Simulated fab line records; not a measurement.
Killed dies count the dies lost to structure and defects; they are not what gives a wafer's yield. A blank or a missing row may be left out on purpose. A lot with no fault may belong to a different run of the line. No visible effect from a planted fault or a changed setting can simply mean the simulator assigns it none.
Which tool did it?	flow sky130	Sampling: 10 lots, 30 wafers, 7 of 708 route steps

WHAT THE GAUGES SHOWED, per wafer
SKY_LDD_LDN_TW_MEAS_13. Usual: for LDD_LDN_TW the level is 1472 and the standard deviation is 15.
lot	measured	on	LDD_LDN_TW	flag
L629	day 23 00:09	film-metro-02	1490 1486 1487	
L633	day 24 22:02	film-metro-01	1482 1482 1476	
L635	day 25 16:00	film-metro-02	1495 1496 1487	
L638	day 26 15:54	film-metro-04	1463 1453 1455	
L639	day 27 01:55	film-metro-01	1481 1481 1479	
L644	day 28 10:10	film-metro-01	1468 1479 1475	
L645	day 29 00:13	film-metro-02	1487 1498 1490	
L646	day 29 06:35	film-metro-01	1475 1471 1470	
L649	day 30 16:45	film-metro-04	1445 1445 1456	
L651	day 31 02:02	film-metro-04	1462 1461 1469	

SKY_POLY_CUT_OVL_MEAS_09. Usual: for POLY_CUT_OVL the level is 1 nm and the standard deviation is 6.5.
lot	measured	on	POLY_CUT_OVL (nm)	flag
L629	day 24 07:31	overlay-01	11 2 -4	
L633	day 26 04:41	overlay-01	-6 -7 -3	
L635	day 26 22:53	overlay-02	0 3 -8	
L638	day 27 23:28	overlay-02	-5 -13 -4	
L639	day 28 09:11	overlay-01	-2 0 9	
L644	day 29 16:19	overlay-01	3 5 1	
L645	day 30 06:13	overlay-01	-8 -8 -4	
L646	day 30 12:44	overlay-02	9 17 6	
L649	day 31 21:13	overlay-01	-7 1 5	
L651	day 32 06:50	overlay-01	5 18 15	

SKY_SD_N_TW_MEAS_12. Usual: for SD_N_TW the level is 3977 and the standard deviation is 36.
lot	measured	on	SD_N_TW	flag
L629	day 28 00:32	film-metro-04	3925 3910 3935	
L633	day 29 19:31	film-metro-02	4026 4008 4016	
L635	day 30 13:10	film-metro-02	4023 4015 4019	
L638	day 31 12:46	film-metro-03	3966 3943 3934	
L639	day 31 21:19	film-metro-02	4029 4017 4013	
L644	day 33 04:26	film-metro-03	3728 3749 3719 3707 3709 3712	OFF
L645	day 33 16:14	film-metro-03	3998 4003 3978	
L646	day 33 21:47	film-metro-03	3726 3738 3731 3710 3714 3732	OFF
L649	day 35 05:58	film-metro-03	3966 3970 3994	
L651	day 35 13:40	film-metro-03	3994 3968 3995	

SKY_SD_N_RS_MEAS_16: measures by four-point-probe. Usual: for SD_N_RS the level is 68.63 ohm/sq and the standard deviation is 0.097.
lot	measured	on	SD_N_RS (ohm/sq)	flag
L629	day 28 00:49	film-metro-03	68.67 68.69 68.61	
L633	day 29 19:47	film-metro-03	68.59 68.69 68.61	
L635	day 30 13:27	film-metro-03	68.66 68.47 68.70	
L638	day 31 13:03	film-metro-04	68.65 68.60 68.66	
L639	day 31 21:37	film-metro-03	68.55 68.65 68.66	
L644	day 33 06:26	film-metro-04	78.21 78.21 78.12 78.17 78.12 78.20	OFF
L645	day 33 16:32	film-metro-02	68.60 68.57 68.67	
L646	day 34 05:05	film-metro-03	78.25 78.25 78.06 78.18 78.03 78.23	OFF
L649	day 35 06:15	film-metro-03	68.67 68.72 68.74	
L651	day 35 13:56	film-metro-04	68.56 68.67 68.59	

WHAT TOOL EACH LOT RAN ON (gives the tool, then ch and the chambers of the sampled wafers, and finally the start)
lot	SKY_LDD_HVN_STRIP_09	SKY_SD_N_IMPLANT_09	SKY_SD_N_STRIP_11
L629	plasma-asher-01 ch 0,1, day 20 09:38	implanter-01 ch 0, day 28 00:08	plasma-asher-01 ch 0,1, day 28 00:26
L633	plasma-asher-04 ch 0,1, day 22 09:48	implanter-01 ch 0, day 29 19:07	plasma-asher-01 ch 0,1, day 29 19:25
L635	plasma-asher-04 ch 0,1, day 23 04:11	implanter-02 ch 0, day 30 12:46	plasma-asher-04 ch 0,1, day 30 13:04
L638	plasma-asher-02 ch 0,1, day 24 04:15	implanter-02 ch 0, day 31 12:22	plasma-asher-04 ch 0,1, day 31 12:40
L639	plasma-asher-01 ch 0,1, day 24 15:05	implanter-01 ch 0, day 31 20:56	plasma-asher-03 ch 0,1, day 31 21:13
L644	plasma-asher-01 ch 0,1, day 25 23:20	implanter-01 ch 0, day 33 04:02	plasma-asher-03 ch 0,1, day 33 04:19
L645	plasma-asher-02 ch 0,1, day 26 13:08	implanter-03 ch 0, day 33 15:50	plasma-asher-04 ch 0,1, day 33 16:08
L646	plasma-asher-04 ch 0,1, day 26 20:19	implanter-01 ch 0, day 33 21:25	plasma-asher-03 ch 0,1, day 33 21:42
L649	plasma-asher-01 ch 0,1, day 28 07:26	implanter-03 ch 0, day 35 05:34	plasma-asher-04 ch 0,1, day 35 05:52
L651	plasma-asher-04 ch 0, day 28 17:38	implanter-03 ch 0, day 35 13:16	plasma-asher-04 ch 0,1, day 35 13:34
- SKY_LDD_HVN_STRIP_09: strips in O2/N2.
- SKY_SD_N_IMPLANT_09
- SKY_SD_N_STRIP_11: strips in O2/N2.

WHAT THE TOOLS THEMSELVES READ (means of the sampled wafers that have a number; where no wafer has one, the mark that the record gives instead)
SKY_LDD_HVN_STRIP_09. Usual: drypump-motor-current-A 5.5 A, standard deviation 0.46; n2-flow-sccm 300.1 sccm, standard deviation 0.93; oes-product-au 0.408 a.u., standard deviation 0.0046; strip-time-to-endpoint-s 4.136 s, standard deviation 0.015.
lot	tool	drypump-motor-current-A (A)	n2-flow-sccm (sccm)	oes-product-au (a.u.)	strip-time-to-endpoint-s (s)	flag
L629	plasma-asher-01	5.7	300.0	0.407	4.130	
L633	plasma-asher-04	5.4	300.5	0.412	4.143	
L635	plasma-asher-04	5.2	300.1	0.405	4.146	
L638	plasma-asher-02	5.6	300.2	0.408	4.135	
L639	plasma-asher-01	5.8	299.4	0.410	4.151	
L644	plasma-asher-01	5.5	300.5	0.409	4.145	
L645	plasma-asher-02	5.6	299.9	0.412	4.152	
L646	plasma-asher-04	5.4	301.0	0.408	4.154	
L649	plasma-asher-01	5.8	300.1	0.412	4.136	
L651	plasma-asher-04	5.6	300.4	0.404	4.110	

SKY_SD_N_IMPLANT_09. Usual: beam-energy-keV 50.001, standard deviation 0.017; faraday-current-uA 12844, standard deviation 1100.
lot	tool	beam-energy-keV	faraday-current-uA	flag
L629	implanter-01	49.985	11975	
L633	implanter-01	49.986	12102	
L635	implanter-02	49.993	14924	
L638	implanter-02	50.017	15129	
L639	implanter-01	49.995	12058	
L644	implanter-01	38.095	11959	OFF
L645	implanter-03	50.003	12758	
L646	implanter-01	38.066	12034	OFF
L649	implanter-03	49.984	12586	
L651	implanter-03	49.992	12350	

SKY_SD_N_STRIP_11. Usual: drypump-motor-current-A 5.5 A, standard deviation 0.42; n2-flow-sccm 300.0 sccm, standard deviation 0.8; oes-product-au 0.527 a.u., standard deviation 0.0043; strip-time-to-endpoint-s 22.57 s, standard deviation 0.041.
lot	tool	drypump-motor-current-A (A)	n2-flow-sccm (sccm)	oes-product-au (a.u.)	strip-time-to-endpoint-s (s)	flag
L629	plasma-asher-01	5.5	299.3	0.530	22.56	
L633	plasma-asher-01	5.8	299.8	0.522	22.58	
L635	plasma-asher-04	5.4	300.1	0.528	22.56	
L638	plasma-asher-04	5.4	299.7	0.527	22.60	
L639	plasma-asher-03	5.6	299.4	0.527	22.49	
L644	plasma-asher-03	5.8	300.5	0.552	20.79	OFF
L645	plasma-asher-04	5.4	300.7	0.527	22.59	
L646	plasma-asher-03	5.8	300.6	0.554	20.75	OFF
L649	plasma-asher-04	5.2	299.1	0.532	22.54	
L651	plasma-asher-04	5.4	299.2	0.530	22.57	

THE ANSWER, worked out from the rows above alone
Rule: a lot is off if the mean of its wafers that have a number lies more than 3 standard deviations from the usual mean. Also off: a lot with no number at a reading for which 4 or more lots have one. Any other lot the step has rows for is counted as sound. After the gauges, taken in route order, come the tools' own readings; for these a lot's mean is taken, as printed above. The first step at which some lot is off is used, and at that step the reading that is off furthest; a lot without a number counts as furthest.
Off: at SKY_SD_N_TW_MEAS_12 (SD_N_TW), L644, L646.
If a tool, at a process step before that reading, ran all the lots that are off and no sound lot after the first of them, it fits. The gauges at SKY_SD_N_TW_MEAS_12 aren't tried: what is off there is off at SKY_SD_N_IMPLANT_09 too, on other tools, and a gauge's error can't cause that. Undecided on this evidence; 2 tools fit (implanter-01 at SKY_SD_N_IMPLANT_09, plasma-asher-03 at SKY_SD_N_STRIP_11).

WHAT WAS PUT IN BY THE SIMULATOR
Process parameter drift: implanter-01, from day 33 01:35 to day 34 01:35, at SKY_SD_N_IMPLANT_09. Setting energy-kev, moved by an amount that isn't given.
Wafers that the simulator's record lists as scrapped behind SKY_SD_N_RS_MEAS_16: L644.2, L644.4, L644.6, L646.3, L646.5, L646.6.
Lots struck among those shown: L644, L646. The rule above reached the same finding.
